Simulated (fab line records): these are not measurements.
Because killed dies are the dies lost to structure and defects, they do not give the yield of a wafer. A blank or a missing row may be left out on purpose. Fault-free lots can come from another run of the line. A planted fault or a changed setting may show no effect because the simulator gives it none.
Which tool did it? + flow sky130 + 6 lots, 18 wafers sampled, at 3 steps of a route of 708

WHAT EACH GAUGE READ, for each wafer
SKY_SD_P_CD_MEAS_07: the cd target is 380 nm.
| lot  | measured     | on        | cd-nm (nm)        |
|------|--------------|-----------|-------------------|
| L787 | day 27 21:54 | cd-sem-01 | 376.6 379.0 381.1 |
| L789 | day 28 02:20 | cd-sem-02 | 379.2 378.7 380.8 |
| L791 | day 29 01:45 | cd-sem-01 | 380.9 381.0 380.9 |
| L797 | day 30 22:15 | cd-sem-01 | 384.9 387.1 385.8 |
| L802 | day 32 16:08 | cd-sem-01 | 378.9 379.7 379.0 |
| L805 | day 33 21:00 | cd-sem-01 | 378.3 380.1 379.4 |

WHICH TOOL RAN EACH LOT (tool, then ch and the chambers of the sampled wafers, then the start)
| lot  | SKY_LDD_HVN_STRIP_09                 | SKY_SD_P_DEVELOP_06               |
|------|--------------------------------------|-----------------------------------|
| L787 | plasma-asher-03 ch 0,1, day 22 19:23 | litho-track-04 ch 0, day 27 21:45 |
| L789 | plasma-asher-04 ch 0,1, day 23 02:02 | litho-track-02 ch 0, day 28 02:11 |
| L791 | plasma-asher-04 ch 0,1, day 23 22:20 | litho-track-01 ch 0, day 29 01:36 |
| L797 | plasma-asher-01 ch 0,1, day 26 00:32 | litho-track-01 ch 0, day 30 22:06 |
| L802 | plasma-asher-03 ch 0,1, day 27 18:32 | litho-track-02 ch 0, day 32 15:59 |
| L805 | plasma-asher-01 ch 0,1, day 29 02:32 | litho-track-01 ch 0, day 33 20:51 |
- SKY_LDD_HVN_STRIP_09: strips in O2/N2.
- SKY_SD_P_DEVELOP_06: develop time 60 s.

THE ANSWER, worked out from the rows above alone
Rule: the lots themselves supply what counts as usual. The widest of any qualifying gaps counts: lots, ordered by their means at a reading, are off when they make up no more than a third of the lots, leave a main group of 4 or more, and stand apart from it by 3 or more times the standard deviation of that group's means. If all means in a main group match to the digits the tables above print for the reading, that group is not used. Also off: a lot with no number at a reading for which 4 or more lots have one. All remaining lots with rows at the step are treated as sound.
Off at SKY_SD_P_CD_MEAS_07 (cd-nm): L797. The main group: mean 379.6 nm, standard deviation 0.71.
A tool fits if, at a process step before that reading, it ran every lot that is off, and no sound lot after the first of them. Gauges at SKY_SD_P_CD_MEAS_07: tried the same way as those tools. Of those tried, none fits.

WHAT THE SIMULATOR PUT IN
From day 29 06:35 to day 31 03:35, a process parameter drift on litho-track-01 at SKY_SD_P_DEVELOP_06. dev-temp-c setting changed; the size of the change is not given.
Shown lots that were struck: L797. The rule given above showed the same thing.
